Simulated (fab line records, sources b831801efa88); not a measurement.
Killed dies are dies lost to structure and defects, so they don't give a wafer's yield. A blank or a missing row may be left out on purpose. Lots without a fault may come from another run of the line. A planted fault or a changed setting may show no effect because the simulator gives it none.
Which tool did it? | flow gf180mcu | 13 lots, 38 wafers sampled, at 6 steps of a route of 602

WHAT THE GAUGES READ, wafer by wafer
GF_V2_THK_MEAS_01. Usual: V2_CVD_00_THK 601 nm, standard deviation 6.4.
lot  | measured     | on            | V2_CVD_00_THK (nm) | flag
L298 | day 18 20:59 | film_metro-02 | 604 603 607        |
L299 | day 19 15:44 | film_metro-02 | 601 615 606        |
L300 | day 19 20:18 | film_metro-04 | 599 597 604        |
L301 | day 20 14:20 | film_metro-03 | 610 603 594        |
L303 | day 21 12:23 | film_metro-02 | 599 607 605        |
L302 | day 21 13:29 | film_metro-02 | 592 600 598        |
L305 | day 22 05:41 | film_metro-04 | 589 584 594        |
L304 | day 22 21:57 | film_metro-03 | 596 596 590        |
L306 | day 23 02:19 | film_metro-04 | 590 599 596        |
L307 | day 23 11:44 | film_metro-02 | 599 601 591        |
L312 | day 25 01:27 | film_metro-03 | 598 603            |
L317 | day 26 00:46 | film_metro-02 | 606 606 600        |
L319 | day 26 16:32 | film_metro-03 | 606 598 592        |

GF_V2_BOW_MEAS_05. Usual: V2_BOW 100 um, standard deviation 8.5.
lot  | measured     | on            | V2_BOW (um) | flag
L298 | day 18 21:30 | film_metro-02 | 105 114 100 |
L299 | day 19 16:14 | film_metro-02 | 99 99 105   |
L300 | day 19 20:48 | film_metro-04 | 97 95 102   |
L301 | day 20 14:49 | film_metro-04 | 107 97 105  |
L303 | day 21 12:53 | film_metro-03 | 99 96 109   |
L302 | day 21 13:59 | film_metro-03 | 84 99 90    |
L305 | day 22 06:11 | film_metro-04 | 94 89 96    |
L304 | day 22 22:27 | film_metro-03 | 92 101 101  |
L306 | day 23 02:49 | film_metro-02 | 85 78 93    |
L307 | day 23 12:14 | film_metro-03 | 103 99 95   |
L312 | day 25 01:56 | film_metro-04 | 87 102      |
L317 | day 26 01:18 | film_metro-02 | 112 107 111 |
L319 | day 26 17:07 | film_metro-03 | 103 109 102 |

GF_V2_RS_MEAS_24: measures by four-point-probe. Usual: V2_W_RS 0.329 ohm/sq, standard deviation 0.0035.
lot  | measured     | on            | V2_W_RS (ohm/sq)  | flag
L298 | day 19 23:01 | film_metro-04 | 0.328 0.328 0.329 |
L299 | day 20 17:58 | film_metro-04 | 0.331 0.330 0.334 |
L300 | day 20 21:50 | film_metro-04 | 0.337 0.330 0.332 |
L301 | day 21 15:56 | film_metro-03 | 0.335 0.336 0.332 |
L303 | day 22 13:23 | film_metro-04 | 0.332 0.330 0.330 |
L302 | day 22 14:56 | film_metro-02 | 0.326 0.322 0.329 |
L305 | day 23 06:40 | film_metro-03 | 0.330 0.324 0.326 |
L304 | day 23 22:40 | film_metro-02 | 0.327 0.328 0.332 |
L306 | day 24 03:02 | film_metro-03 | 0.332 0.330 0.330 |
L307 | day 24 11:49 | film_metro-03 | 0.327 0.325 0.327 |
L312 | day 26 00:44 | film_metro-04 | 0.321 0.312       | OFF
L317 | day 26 22:43 | film_metro-03 | 0.328 0.329 0.329 |
L319 | day 27 13:52 | film_metro-03 | 0.332 0.329 0.332 |

GF_V2_THK_MEAS_25: measures by xrf. Usual: V2_W_THK 350 nm, standard deviation 4.3.
lot  | measured     | on            | V2_W_THK (nm) | flag
L298 | day 19 23:07 | film_metro-04 | 350 349 348   |
L299 | day 20 18:04 | film_metro-04 | 351 352 346   |
L300 | day 20 21:57 | film_metro-04 | 345 352 348   |
L301 | day 21 16:03 | film_metro-03 | 340 341 345   |
L303 | day 22 13:30 | film_metro-04 | 349 351 353   |
L302 | day 22 15:03 | film_metro-02 | 349 352 346   |
L305 | day 23 06:47 | film_metro-03 | 346 354 354   |
L304 | day 23 22:46 | film_metro-02 | 353 351 346   |
L306 | day 24 03:09 | film_metro-03 | 348 349 349   |
L307 | day 24 11:56 | film_metro-03 | 350 354 355   |
L312 | day 26 00:51 | film_metro-04 | 362 371       | OFF
L317 | day 26 22:50 | film_metro-03 | 357 353 353   |
L319 | day 27 13:58 | film_metro-03 | 346 352 350   |

WHICH TOOL RAN EACH LOT (tool, then ch and the chambers of the sampled wafers, then the start)
lot  | GF_M2_METAL_ETCH_16               | GF_V2_CVD_23
L298 | rie_metal-01 ch 1, day 18 20:11   | cvd_w-02 ch 0,1, day 19 22:53
L299 | rie_metal-01 ch 0,1, day 19 14:59 | cvd_w-01 ch 0,1, day 20 17:50
L300 | rie_metal-01 ch 0,1, day 19 19:34 | cvd_w-02 ch 0,1, day 20 21:43
L301 | rie_metal-04 ch 0,1, day 20 13:35 | cvd_w-01 ch 0,1, day 21 15:49
L303 | rie_metal-04 ch 0,1, day 21 11:40 | cvd_w-01 ch 0,1, day 22 13:16
L302 | rie_metal-02 ch 0,1, day 21 12:46 | cvd_w-02 ch 0,1, day 22 14:49
L305 | rie_metal-01 ch 0,1, day 22 04:58 | cvd_w-02 ch 0,1, day 23 06:33
L304 | rie_metal-04 ch 0,1, day 22 21:13 | cvd_w-02 ch 0,1, day 23 22:32
L306 | rie_metal-04 ch 0,1, day 23 01:34 | cvd_w-01 ch 0,1, day 24 02:54
L307 | rie_metal-01 ch 0,1, day 23 10:58 | cvd_w-01 ch 0,1, day 24 11:43
L312 | rie_metal-01 ch 0,1, day 25 00:43 | cvd_w-01 ch 0,1, day 26 00:37
L317 | rie_metal-04 ch 0,1, day 25 23:59 | cvd_w-02 ch 0,1, day 26 22:37
L319 | rie_metal-04 ch 0,1, day 26 15:47 | cvd_w-02 ch 0,1, day 27 13:44
- GF_M2_METAL_ETCH_16: etches the open film in Cl2/BCl3, stops on SiO2, target depth 750.8 nm, time 125.1 s.
- GF_V2_CVD_23: deposits W, target thk 350 nm, time 104.94 s.

WHAT THE TOOLS THEMSELVES READ (means of the sampled wafers that have a number; where no wafer has one, the mark that the record gives instead)
GF_M2_METAL_ETCH_16. Usual: drypump_motor_current_A 5.8 A, standard deviation 0.64; mfc_cl2_sccm 80.05 sccm, standard deviation 0.24; oes_product_au 0.986 a.u., standard deviation 0.007; throttle_valve_pct 28.234 %, standard deviation 0.011.
lot  | tool         | drypump_motor_current_A (A) | mfc_cl2_sccm (sccm) | oes_product_au (a.u.) | throttle_valve_pct (%) | flag
L298 | rie_metal-01 | 4.7                         | 80.23               | 0.987                 | 28.233                 |
L299 | rie_metal-01 | 5.2                         | 80.08               | 0.992                 | 28.229                 |
L300 | rie_metal-01 | 5.6                         | 80.06               | 0.994                 | 28.228                 |
L301 | rie_metal-04 | 5.8                         | 79.91               | 0.984                 | 28.239                 |
L303 | rie_metal-04 | 6.1                         | 79.84               | 0.982                 | 28.242                 |
L302 | rie_metal-02 | 6.1                         | 79.94               | 0.988                 | 28.239                 |
L305 | rie_metal-01 | 5.2                         | 80.23               | 0.992                 | 28.235                 |
L304 | rie_metal-04 | 5.8                         | 80.06               | 0.977                 | 28.245                 |
L306 | rie_metal-04 | 5.8                         | 79.79               | 0.985                 | 28.234                 |
L307 | rie_metal-01 | 5.2                         | 79.79               | 0.981                 | 28.232                 |
L312 | rie_metal-01 | 5.4                         | 80.13               | 0.988                 | 28.234                 |
L317 | rie_metal-04 | 6.1                         | 79.90               | 0.986                 | 28.237                 |
L319 | rie_metal-04 | 5.8                         | 80.14               | 0.983                 | 28.240                 |

GF_V2_CVD_23. Usual: heater_power_w 889 W, standard deviation 35.
lot  | tool     | heater_power_w (W) | flag
L298 | cvd_w-02 | 901                |
L299 | cvd_w-01 | 886                |
L300 | cvd_w-02 | 887                |
L301 | cvd_w-01 | 855                |
L303 | cvd_w-01 | 857                |
L302 | cvd_w-02 | 895                |
L305 | cvd_w-02 | 903                |
L304 | cvd_w-02 | 893                |
L306 | cvd_w-01 | 913                |
L307 | cvd_w-01 | 876                |
L312 | cvd_w-01 | 892                |
L317 | cvd_w-02 | 900                |
L319 | cvd_w-02 | 896                |

THE ANSWER, worked out from the rows above alone
Rule: a lot is off if the mean of its wafers that have a number lies more than 3 standard deviations from the usual mean. A lot without any number at a reading at which 4 lots or more have one is off too. The other lots that the step has rows for count as sound. The gauges are gone through in route order, then the tools' own readings, and for those a lot's mean is taken as printed above. The first step at which some lot is off is used, and at that step the reading that is off furthest; a lot without a number counts as furthest.
Off: L312, at GF_V2_RS_MEAS_24 (V2_W_RS).
A tool fits if, at a process step before that reading, it ran every lot that is off, and no sound lot after the first of them. The gauges at GF_V2_RS_MEAS_24 are tried like those tools. Can't be told from this: 3 tools fit, rie_metal-01 at GF_M2_METAL_ETCH_16, cvd_w-01 at GF_V2_CVD_23, film_metro-04 at GF_V2_RS_MEAS_24.

WHAT THE SIMULATOR HAD PUT IN
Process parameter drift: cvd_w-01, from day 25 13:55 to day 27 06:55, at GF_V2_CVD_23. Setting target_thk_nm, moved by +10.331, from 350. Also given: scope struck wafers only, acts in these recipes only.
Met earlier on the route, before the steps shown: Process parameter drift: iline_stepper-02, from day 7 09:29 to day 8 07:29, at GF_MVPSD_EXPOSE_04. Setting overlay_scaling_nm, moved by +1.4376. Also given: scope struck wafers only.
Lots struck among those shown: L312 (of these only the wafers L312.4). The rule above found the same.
